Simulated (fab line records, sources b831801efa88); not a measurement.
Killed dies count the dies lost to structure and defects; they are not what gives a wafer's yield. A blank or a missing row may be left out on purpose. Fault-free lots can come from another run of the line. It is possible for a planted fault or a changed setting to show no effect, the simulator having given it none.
Matching of chambers || flow sky130 || SKY_CONTACT_CMP_04 on cmp-02 has 4 sister chambers
The step polishes SiO2. 19 wafers are shown with their chamber, then 9 later ones without.

## EACH WAFER AND ITS CHAMBER
{"wafer": "L861.2", "chamber": 1, "motor-current-A (A)": 11.9, "time-to-endpoint-s (s)": 85}
{"wafer": "L861.3", "chamber": 0, "motor-current-A (A)": 10.8, "time-to-endpoint-s (s)": 85}
{"wafer": "L861.5", "chamber": 3, "motor-current-A (A)": 11.3, "time-to-endpoint-s (s)": 86}
{"wafer": "L865.1", "chamber": 0, "motor-current-A (A)": 10.4, "time-to-endpoint-s (s)": 78}
{"wafer": "L865.5", "chamber": 0, "motor-current-A (A)": 10.4, "time-to-endpoint-s (s)": 81}
{"wafer": "L865.6", "chamber": 3, "motor-current-A (A)": 10.7, "time-to-endpoint-s (s)": 84}
{"wafer": "L868.1", "chamber": 3, "motor-current-A (A)": 10.5, "time-to-endpoint-s (s)": 84}
{"wafer": "L877.1", "chamber": 0, "motor-current-A (A)": 11.5, "time-to-endpoint-s (s)": 86}
{"wafer": "L877.2", "chamber": 2, "motor-current-A (A)": 9.5, "time-to-endpoint-s (s)": 86}
{"wafer": "L877.3", "chamber": 3, "motor-current-A (A)": 10.5, "time-to-endpoint-s (s)": 84}
{"wafer": "L878.2", "chamber": 0, "motor-current-A (A)": 10.0, "time-to-endpoint-s (s)": 85}
{"wafer": "L878.3", "chamber": 2, "motor-current-A (A)": 9.7, "time-to-endpoint-s (s)": 90}
{"wafer": "L878.4", "chamber": 3, "motor-current-A (A)": 11.0, "time-to-endpoint-s (s)": 86}
{"wafer": "L879.1", "chamber": 2, "motor-current-A (A)": 9.9, "time-to-endpoint-s (s)": 83}
{"wafer": "L879.2", "chamber": 1, "motor-current-A (A)": 12.1, "time-to-endpoint-s (s)": 84}
{"wafer": "L879.5", "chamber": 2, "motor-current-A (A)": 9.6, "time-to-endpoint-s (s)": 82}
{"wafer": "L880.1", "chamber": 2, "motor-current-A (A)": 9.9, "time-to-endpoint-s (s)": 88}
{"wafer": "L880.3", "chamber": 3, "motor-current-A (A)": 11.1, "time-to-endpoint-s (s)": 80}
{"wafer": "L880.5", "chamber": 2, "motor-current-A (A)": 10.3, "time-to-endpoint-s (s)": 87}

SIGNATURES, as means of the wafers listed above
{"reading": "motor-current-A", "chamber 0": 10.620, "chamber 1": 12.000, "chamber 2": 9.817, "chamber 3": 10.850, "scatter within a chamber": 0.389}
{"reading": "time-to-endpoint-s", "chamber 0": 83.00, "chamber 1": 84.50, "chamber 2": 86.00, "chamber 3": 84.00, "scatter within a chamber": 2.79}
Rule: a wafer lies at a distance from a chamber equal to the root of the sum of squares, over the readings, of (its reading less the chamber's mean, divided by the reading's scatter). If the next closest chamber is less than 2 further off than the closest, the wafer can't be placed; otherwise it belongs to the closest. The scatter is the square root of a quotient: the sum, over the shown wafers, of each reading's squared deviation from its chamber's mean, divided by wafers minus chambers.

## WAFERS MISSING THEIR CHAMBER
{"wafer": "L881.3", "motor-current-A (A)": 10.2, "time-to-endpoint-s (s)": 81}
{"wafer": "L881.4", "motor-current-A (A)": 10.9, "time-to-endpoint-s (s)": 81}
{"wafer": "L881.6", "motor-current-A (A)": 10.3, "time-to-endpoint-s (s)": 85}
{"wafer": "L882.2", "motor-current-A (A)": 9.6, "time-to-endpoint-s (s)": 89}
{"wafer": "L882.3", "motor-current-A (A)": 11.1, "time-to-endpoint-s (s)": 80}
{"wafer": "L882.5", "motor-current-A (A)": 10.3, "time-to-endpoint-s (s)": 83}
{"wafer": "L883.4", "motor-current-A (A)": 10.1, "time-to-endpoint-s (s)": 86}
{"wafer": "L883.5", "motor-current-A (A)": 10.8, "time-to-endpoint-s (s)": 85}
{"wafer": "L883.6", "motor-current-A (A)": 10.2, "time-to-endpoint-s (s)": 80}

## WHICH CHAMBER EACH ONE RAN IN
{"wafer": "L881.3", "from the rows above": "can't be placed: 0 or 3 or 2", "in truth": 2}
{"wafer": "L881.4", "from the rows above": "can't be placed: 0 or 3", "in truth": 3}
{"wafer": "L881.6", "from the rows above": "can't be placed: 0 or 2 or 3", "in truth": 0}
{"wafer": "L882.2", "from the rows above": 2, "in truth": 2}
{"wafer": "L882.3", "from the rows above": "can't be placed: 3 or 0 or 1", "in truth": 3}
{"wafer": "L882.5", "from the rows above": "can't be placed: 0 or 3 or 2", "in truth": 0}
{"wafer": "L883.4", "from the rows above": "can't be placed: 2 or 0 or 3", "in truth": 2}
{"wafer": "L883.5", "from the rows above": "can't be placed: 3 or 0", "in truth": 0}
{"wafer": "L883.6", "from the rows above": "can't be placed: 0 or 3 or 2", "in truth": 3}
Correctly placed: 1 of 9. Can't be placed from these rows: 8 (the true chamber is among the candidates in 8). Placed wrongly: 0.
